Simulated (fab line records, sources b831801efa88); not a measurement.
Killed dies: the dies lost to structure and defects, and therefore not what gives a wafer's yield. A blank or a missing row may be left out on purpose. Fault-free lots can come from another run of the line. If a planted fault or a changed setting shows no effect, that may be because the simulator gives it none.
Matching of chambers + flow sky130 + 3 sister chambers for SKY_SONOS_ONO_ETCH_15 on rie diel-03
The step etches the open film in CHF3/O2, target depth 19.52 nm, time 7.8 s. 6 wafers are shown with their chamber, then 4 later ones without.

## EACH WAFER AND ITS CHAMBER
| wafer  | chamber | drypump motor current A (A) | oes product au (a.u.) |
|--------|---------|-----------------------------|-----------------------|
| L515.2 | 0       | 5.1                         | 0.999                 |
| L517.2 | 0       | 5.2                         | 1.000                 |
| L517.5 | 3       | 6.4                         | 1.007                 |
| L517.6 | 1       | 4.8                         | 1.003                 |
| L520.2 | 1       | 4.8                         | 0.998                 |
| L520.5 | 3       | 6.5                         | 0.997                 |

## WAFERS MISSING THEIR CHAMBER
| wafer  | drypump motor current A (A) | oes product au (a.u.) |
|--------|-----------------------------|-----------------------|
| L521.3 | 6.4                         | 1.001                 |
| L521.6 | 6.4                         | 1.011                 |
| L526.1 | 4.8                         | 0.993                 |
| L526.4 | 4.8                         | 0.997                 |

## THE CHAMBER EACH PASSED THROUGH
| wafer  | from the rows above | in truth |
|--------|---------------------|----------|
| L521.3 | 3                   | 3        |
| L521.6 | 3                   | 3        |
| L526.1 | 1                   | 1        |
| L526.4 | 1                   | 1        |
Placed correctly: 4 of 4. Not placeable from these rows: 0. 0 placed wrongly.
How it was worked out, from the rows above alone: a wafer's distance from a chamber is the root of the sum, over the readings, of the square of ((its reading less the chamber's mean) divided by the reading's scatter). The wafer belongs to the nearest chamber; if the next one is less than 2 further off, it can't be placed. For every chamber, the mean is computed from those of its wafers that are shown. The scatter: take each reading less its chamber's mean, square it, sum over the shown wafers, divide by the number of wafers less the number of chambers, and take the root.
